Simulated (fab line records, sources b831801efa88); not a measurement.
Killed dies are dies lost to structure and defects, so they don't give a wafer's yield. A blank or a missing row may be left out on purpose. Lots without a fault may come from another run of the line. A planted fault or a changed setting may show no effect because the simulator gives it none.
Chamber matching | flow gf180mcu | GF_V2_CMP_04 on cmp-02: 4 sister chambers
The step polishes SiO2. 4 wafers are shown with their chamber, then 10 later ones without.

WAFERS WITH THEIR CHAMBER
wafer  | chamber | motor_current_A (A)
L970.1 | 0       | 11.5
L972.3 | 2       | 12.7
L974.3 | 3       | 12.0
L974.4 | 1       | 12.7

WAFERS WITHOUT THEIR CHAMBER
wafer  | motor_current_A (A)
L974.6 | 11.1
L976.1 | 11.6
L976.3 | 12.1
L976.4 | 13.2
L979.2 | 11.4
L979.3 | 12.2
L979.6 | 12.5
L983.1 | 12.2
L983.2 | 11.8
L983.5 | 12.9

WHICH CHAMBER EACH WENT THROUGH
wafer  | from the rows above               | in truth
L974.6 | can't be placed: 0 or 3           | 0
L976.1 | can't be placed: 0 or 3           | 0
L976.3 | can't be placed: 3 or 0 or 1 or 2 | 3
L976.4 | can't be placed: 1 or 2           | 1
L979.2 | can't be placed: 0 or 3           | 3
L979.3 | can't be placed: 3 or 1 or 2 or 0 | 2
L979.6 | can't be placed: 1 or 2 or 3      | 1
L983.1 | can't be placed: 3 or 1 or 2 or 0 | 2
L983.2 | can't be placed: 3 or 0           | 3
L983.5 | can't be placed: 1 or 2           | 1
Placed correctly: 0 of 10. Can't be placed from these rows: 10 (the true chamber is among the candidates in 10). Placed wrongly: 0.
How it was worked out, from the rows above alone: a wafer's distance from a chamber is the root of the sum, over the readings, of the square of ((its reading less the chamber's mean) divided by the reading's scatter). The wafer belongs to the nearest chamber; if the next one is less than 2 further off, it can't be placed. A chamber's mean is the mean of its shown wafers. The scatter: with one shown wafer a chamber, the root of the mean of the squares of how far each hidden wafer lies from its nearest shown one.
